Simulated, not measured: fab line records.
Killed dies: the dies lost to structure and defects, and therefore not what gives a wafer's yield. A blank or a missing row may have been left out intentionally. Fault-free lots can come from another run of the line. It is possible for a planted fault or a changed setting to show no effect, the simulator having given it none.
8D (eight disciplines) problem report, filled in by code    flow gf180mcu    the parts of the form that need people (team, actions taken, sign-off) are left out

## 1. WHAT WENT WRONG
Wafers without a fault read 25.04 C, standard deviation 0.09; temp_c at GF_STI_WET_ETCH_26 reads a mean of 25.90 C on 6 wafers belonging to 2 lots. Measured from the usual mean, that is +9.6 standard deviations.
The step: etches SiO2 in dHF, target depth 94 nm, time 188 s.
Seen first at day 4 14:27 on wet_bench-04, wafer L830.2. The record holds 36 wafers of 12 lots with a number at this step. Rule for "out" (also "out of limits"): further than 4 standard deviations from the usual mean. All remaining wafers that have a number are taken as sound.

## 2. WHAT IT IS; WHAT IT IS NOT
question                     is                      is not
which readings at this step  temp_c                  -
which lots                   L830, L833              L819, L820, L821, L822, L823, L824, L825, L837, L838, L841
which wafers of those lots   all that have a number  -
read on which tools          wet_bench-04            wet_bench-02, wet_bench-03
when                         from day 4 14:27        up to then (21 sound wafers); but 9 sound wafers of L837, L838, L841 came after

## 3. THE SUSPECTS, EACH WITH WHAT RULES IT OUT
Counting: any tool at a process step up to the reading is kept as a suspect provided that every lot that is out went through it and no sound lot did after the first of them.
- wet_bench-04 at GF_STI_WET_ETCH_26 (etches SiO2 in dHF, target depth 94 nm, time 188 s): kept. Every lot that is out went through it, starting with L830 (day 4 14:27), and after that it ran no sound lot; the last sound lot it ran before then is L825 (day 3 13:47). Out on those wafers are its own readings of temp_c.
Remaining after the count: wet_bench-04 at GF_STI_WET_ETCH_26.

## 4. THE CAUSE (what the simulator had put in)
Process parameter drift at GF_STI_WET_ETCH_26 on wet_bench-04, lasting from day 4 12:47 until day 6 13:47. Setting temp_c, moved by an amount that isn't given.
Counting left only this tool.

## 5. THE CHAIN OF EFFECTS, in route order
Rows list readings where the struck wafers' mean (over those with a number) sits beyond 3 standard deviations from the usual. Only readings for which the record gives a usual standard deviation are gone through. hours: the time from each lot's start at the first step in this table that gives one to its start at this step, as a median over the lots. sigmas: the change in usual standard deviations.
hours  step                reading  usual    on struck wafers  change  sigmas
0      GF_STI_WET_ETCH_26  temp_c   25.04 C  25.90             +0.86   +9.6
It contains these process steps:
- GF_STI_WET_ETCH_26: etches SiO2 in dHF, target depth 94 nm, time 188 s.
At these later measuring or inspecting steps, every struck wafer for which the step has a row has a number for every such reading, and none has moved that far: GF_V1_THK_MEAS_03, GF_V4_OVL_MEAS_15.

## 6. HOW IT WOULD HAVE BEEN CAUGHT EARLIER
2 hours passed between the start of the fault at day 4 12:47 and the first reading out of limits in this record, taken at day 4 14:27.
